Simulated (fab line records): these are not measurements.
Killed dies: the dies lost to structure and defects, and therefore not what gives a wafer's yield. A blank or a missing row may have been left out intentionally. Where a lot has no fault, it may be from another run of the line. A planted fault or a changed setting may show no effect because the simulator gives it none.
Which tool was responsible? / flow sky130 / 39 wafers from 13 lots sampled at 5 of the route's 708 steps

WHAT THE GAUGES SHOWED, per wafer
SKY_CONTACT_THK_MEAS_03. Usual: CONTACT_HDPCVD_THK 569 nm, standard deviation 5.4.
lot=L936; measured=day 29 23:56; on=filmMetro-01; CONTACT_HDPCVD_THK (nm)=569 568 573; flag=
lot=L937; measured=day 30 13:52; on=filmMetro-03; CONTACT_HDPCVD_THK (nm)=574 571 572; flag=
lot=L939; measured=day 32 07:10; on=filmMetro-03; CONTACT_HDPCVD_THK (nm)=576 577 571; flag=
lot=L940; measured=day 32 07:29; on=filmMetro-03; CONTACT_HDPCVD_THK (nm)=557 570 568; flag=
lot=L938; measured=day 32 08:07; on=filmMetro-01; CONTACT_HDPCVD_THK (nm)=570 571 567; flag=
lot=L941; measured=day 32 08:07; on=filmMetro-03; CONTACT_HDPCVD_THK (nm)=562 565 569; flag=
lot=L943; measured=day 32 19:05; on=filmMetro-03; CONTACT_HDPCVD_THK (nm)=570 578 574; flag=
lot=L944; measured=day 32 20:19; on=filmMetro-01; CONTACT_HDPCVD_THK (nm)=569 569 570; flag=
lot=L945; measured=day 33 05:17; on=filmMetro-01; CONTACT_HDPCVD_THK (nm)=567 568 198; flag=OFF
lot=L955; measured=day 36 19:01; on=filmMetro-01; CONTACT_HDPCVD_THK (nm)=566 555 557; flag=
lot=L957; measured=day 37 01:11; on=filmMetro-01; CONTACT_HDPCVD_THK (nm)=578 579 566; flag=
lot=L956; measured=day 37 03:55; on=filmMetro-04; CONTACT_HDPCVD_THK (nm)=572 574 574; flag=
lot=L958; measured=day 37 08:21; on=filmMetro-01; CONTACT_HDPCVD_THK (nm)=573 576 575; flag=

SKY_CONTACT_OVL_MEAS_15. Usual: CONTACT_OVL -2 nm, standard deviation 4.7.
lot=L936; measured=day 31 04:53; on=overlay-01; CONTACT_OVL (nm)=7 0 1; flag=
lot=L937; measured=day 31 18:29; on=overlay-02; CONTACT_OVL (nm)=-2 2 -4; flag=
lot=L939; measured=day 33 09:36; on=overlay-01; CONTACT_OVL (nm)=-6 -1 -6; flag=
lot=L940; measured=day 33 10:44; on=overlay-01; CONTACT_OVL (nm)=2 2 4; flag=
lot=L938; measured=day 33 11:28; on=overlay-02; CONTACT_OVL (nm)=1 -3 8; flag=
lot=L941; measured=day 33 11:39; on=overlay-02; CONTACT_OVL (nm)=0 -2 4; flag=
lot=L943; measured=day 33 22:40; on=overlay-01; CONTACT_OVL (nm)=3 -2 -4; flag=
lot=L944; measured=day 33 23:33; on=overlay-01; CONTACT_OVL (nm)=-1 0 3; flag=
lot=L945; measured=day 34 07:53; on=overlay-02; CONTACT_OVL (nm)=-5 -10 -6; flag=
lot=L955; measured=day 37 21:35; on=overlay-01; CONTACT_OVL (nm)=-2 3 -7; flag=
lot=L957; measured=day 38 04:26; on=overlay-01; CONTACT_OVL (nm)=0 0 3; flag=
lot=L956; measured=day 38 06:28; on=overlay-02; CONTACT_OVL (nm)=9 6 10; flag=
lot=L958; measured=day 38 11:17; on=overlay-01; CONTACT_OVL (nm)=-8 3 -4; flag=

WHAT TOOL EACH LOT RAN ON (gives the tool, then ch and the chambers of the sampled wafers, and finally the start)
lot=L936; SKY_LI_CONTACT_CMP_02=cmp-02 ch 1,2,3, day 27 13:28; SKY_CONTACT_HDPCVD_02=hdpcvd-02 ch 0,1,2, day 29 23:52; SKY_CONTACT_CMP_04=cmp-02 ch 1,2,3, day 29 23:59
lot=L937; SKY_LI_CONTACT_CMP_02=cmp-02 ch 1,2, day 28 03:50; SKY_CONTACT_HDPCVD_02=hdpcvd-01 ch 0,1, day 30 13:48; SKY_CONTACT_CMP_04=cmp-02 ch 2,3, day 30 13:56
lot=L939; SKY_LI_CONTACT_CMP_02=cmp-02 ch 2,3, day 29 21:02; SKY_CONTACT_HDPCVD_02=hdpcvd-02 ch 0,1,2, day 32 07:05; SKY_CONTACT_CMP_04=cmp-02 ch 0,2,3, day 32 07:16
lot=L940; SKY_LI_CONTACT_CMP_02=cmp-02 ch 0,2,3, day 29 21:26; SKY_CONTACT_HDPCVD_02=hdpcvd-02 ch 0,1,2, day 32 07:25; SKY_CONTACT_CMP_04=cmp-01 ch 1,3, day 32 07:35
lot=L938; SKY_LI_CONTACT_CMP_02=cmp-01 ch 1,2, day 29 21:29; SKY_CONTACT_HDPCVD_02=hdpcvd-01 ch 1,2, day 32 08:02; SKY_CONTACT_CMP_04=cmp-02 ch 1,2,3, day 32 08:16
lot=L941; SKY_LI_CONTACT_CMP_02=cmp-02 ch 0,2,3, day 29 21:38; SKY_CONTACT_HDPCVD_02=hdpcvd-02 ch 1,2, day 32 08:02; SKY_CONTACT_CMP_04=cmp-01 ch 0,1,2, day 32 08:10
lot=L943; SKY_LI_CONTACT_CMP_02=cmp-02 ch 1,2,3, day 30 08:56; SKY_CONTACT_HDPCVD_02=hdpcvd-02 ch 1,2, day 32 19:01; SKY_CONTACT_CMP_04=cmp-02 ch 0,1,3, day 32 19:12
lot=L944; SKY_LI_CONTACT_CMP_02=cmp-01 ch 1,2, day 30 11:23; SKY_CONTACT_HDPCVD_02=hdpcvd-02 ch 0,1, day 32 20:15; SKY_CONTACT_CMP_04=cmp-01 ch 0,3, day 32 20:38
lot=L945; SKY_LI_CONTACT_CMP_02=cmp-02 ch 0,1,3, day 30 20:05; SKY_CONTACT_HDPCVD_02=hdpcvd-02 ch 0,2, day 33 05:13; SKY_CONTACT_CMP_04=cmp-01 ch 1,3, day 33 05:23
lot=L955; SKY_LI_CONTACT_CMP_02=cmp-02 ch 0,2,3, day 34 12:23; SKY_CONTACT_HDPCVD_02=hdpcvd-01 ch 0,1,2, day 36 18:56; SKY_CONTACT_CMP_04=cmp-01 ch 0,1,3, day 36 19:10
lot=L957; SKY_LI_CONTACT_CMP_02=cmp-01 ch 0,1,3, day 34 18:32; SKY_CONTACT_HDPCVD_02=hdpcvd-02 ch 0,1,2, day 37 01:06; SKY_CONTACT_CMP_04=cmp-02 ch 0,1,2, day 37 01:29
lot=L956; SKY_LI_CONTACT_CMP_02=cmp-02 ch 0,1, day 34 21:04; SKY_CONTACT_HDPCVD_02=hdpcvd-02 ch 0,1, day 37 03:49; SKY_CONTACT_CMP_04=cmp-02 ch 1,2, day 37 03:57
lot=L958; SKY_LI_CONTACT_CMP_02=cmp-01 ch 0,1,3, day 35 01:53; SKY_CONTACT_HDPCVD_02=hdpcvd-02 ch 0,2, day 37 08:17; SKY_CONTACT_CMP_04=cmp-01 ch 0,2,3, day 37 08:43
- SKY_LI_CONTACT_CMP_02: polishes PSG.
- SKY_CONTACT_HDPCVD_02: deposits SiO2, target thk 565 nm, time 94.2 s.
- SKY_CONTACT_CMP_04: polishes SiO2.

WHAT THE TOOLS THEMSELVES READ (means of the sampled wafers that have a number; where no wafer has one, the mark that the record gives instead)
SKY_LI_CONTACT_CMP_02. Usual: motorCurrentA 11.9 A, standard deviation 1; slurryFlowMlMin 150.1, standard deviation 0.5; timeToEndpointS 33.6 s, standard deviation 2.1.
lot=L936; tool=cmp-02; motorCurrentA (A)=12.2; slurryFlowMlMin=149.9; timeToEndpointS (s)=33.8; flag=
lot=L937; tool=cmp-02; motorCurrentA (A)=11.8; slurryFlowMlMin=150.0; timeToEndpointS (s)=35.2; flag=
lot=L939; tool=cmp-02; motorCurrentA (A)=11.3; slurryFlowMlMin=149.4; timeToEndpointS (s)=34.3; flag=
lot=L940; tool=cmp-02; motorCurrentA (A)=11.7; slurryFlowMlMin=150.2; timeToEndpointS (s)=32.5; flag=
lot=L938; tool=cmp-01; motorCurrentA (A)=11.8; slurryFlowMlMin=150.1; timeToEndpointS (s)=32.9; flag=
lot=L941; tool=cmp-02; motorCurrentA (A)=11.7; slurryFlowMlMin=149.2; timeToEndpointS (s)=34.2; flag=
lot=L943; tool=cmp-02; motorCurrentA (A)=11.9; slurryFlowMlMin=150.6; timeToEndpointS (s)=35.4; flag=
lot=L944; tool=cmp-01; motorCurrentA (A)=12.7; slurryFlowMlMin=150.6; timeToEndpointS (s)=31.3; flag=
lot=L945; tool=cmp-02; motorCurrentA (A)=12.2; slurryFlowMlMin=150.1; timeToEndpointS (s)=38.7; flag=
lot=L955; tool=cmp-02; motorCurrentA (A)=11.9; slurryFlowMlMin=150.4; timeToEndpointS (s)=32.9; flag=
lot=L957; tool=cmp-01; motorCurrentA (A)=11.7; slurryFlowMlMin=150.0; timeToEndpointS (s)=31.7; flag=
lot=L956; tool=cmp-02; motorCurrentA (A)=13.1; slurryFlowMlMin=149.8; timeToEndpointS (s)=34.5; flag=
lot=L958; tool=cmp-01; motorCurrentA (A)=11.2; slurryFlowMlMin=150.6; timeToEndpointS (s)=31.5; flag=

SKY_CONTACT_CMP_04. Usual: motorCurrentA 11.9 A, standard deviation 1; slurryFlowMlMin 149.9, standard deviation 0.41; timeToEndpointS 85 s, standard deviation 3.5.
lot=L936; tool=cmp-02; motorCurrentA (A)=12.1; slurryFlowMlMin=149.5; timeToEndpointS (s)=89; flag=
lot=L937; tool=cmp-02; motorCurrentA (A)=11.3; slurryFlowMlMin=150.2; timeToEndpointS (s)=88; flag=
lot=L939; tool=cmp-02; motorCurrentA (A)=11.5; slurryFlowMlMin=149.9; timeToEndpointS (s)=89; flag=
lot=L940; tool=cmp-01; motorCurrentA (A)=12.4; slurryFlowMlMin=150.1; timeToEndpointS (s)=85; flag=
lot=L938; tool=cmp-02; motorCurrentA (A)=12.1; slurryFlowMlMin=150.0; timeToEndpointS (s)=86; flag=
lot=L941; tool=cmp-01; motorCurrentA (A)=11.9; slurryFlowMlMin=150.0; timeToEndpointS (s)=86; flag=
lot=L943; tool=cmp-02; motorCurrentA (A)=12.1; slurryFlowMlMin=149.5; timeToEndpointS (s)=90; flag=
lot=L944; tool=cmp-01; motorCurrentA (A)=11.0; slurryFlowMlMin=149.9; timeToEndpointS (s)=83; flag=
lot=L945; tool=cmp-01; motorCurrentA (A)=11.6; slurryFlowMlMin=149.8; timeToEndpointS (s)=67; flag=OFF
lot=L955; tool=cmp-01; motorCurrentA (A)=12.0; slurryFlowMlMin=149.6; timeToEndpointS (s)=82; flag=
lot=L957; tool=cmp-02; motorCurrentA (A)=12.7; slurryFlowMlMin=150.4; timeToEndpointS (s)=88; flag=
lot=L956; tool=cmp-02; motorCurrentA (A)=12.9; slurryFlowMlMin=150.0; timeToEndpointS (s)=86; flag=
lot=L958; tool=cmp-01; motorCurrentA (A)=11.2; slurryFlowMlMin=149.7; timeToEndpointS (s)=92; flag=

THE ANSWER, worked out from the rows above alone
Rule: lot off if the mean of its wafers having a number is beyond 3 standard deviations from the usual mean. Also off: a lot with no number at a reading for which 4 or more lots have one. All remaining lots with rows at the step are treated as sound. After the gauges, taken in route order, come the tools' own readings; for these a lot's mean is taken, as printed above. At the first step where some lot is off, the reading lying furthest off is the one used; lots without a number count as furthest.
Off: at SKY_CONTACT_THK_MEAS_03 (CONTACT_HDPCVD_THK), L945.
A tool fits if, at a process step before that reading, it ran every lot that is off, and no sound lot after the first of them. The gauges at SKY_CONTACT_THK_MEAS_03 aren't tried: what is off there is off at SKY_CONTACT_CMP_04 too, on other tools, and a gauge's error can't cause that. No candidate that was tried fits.

WHAT WAS PUT IN BY THE SIMULATOR
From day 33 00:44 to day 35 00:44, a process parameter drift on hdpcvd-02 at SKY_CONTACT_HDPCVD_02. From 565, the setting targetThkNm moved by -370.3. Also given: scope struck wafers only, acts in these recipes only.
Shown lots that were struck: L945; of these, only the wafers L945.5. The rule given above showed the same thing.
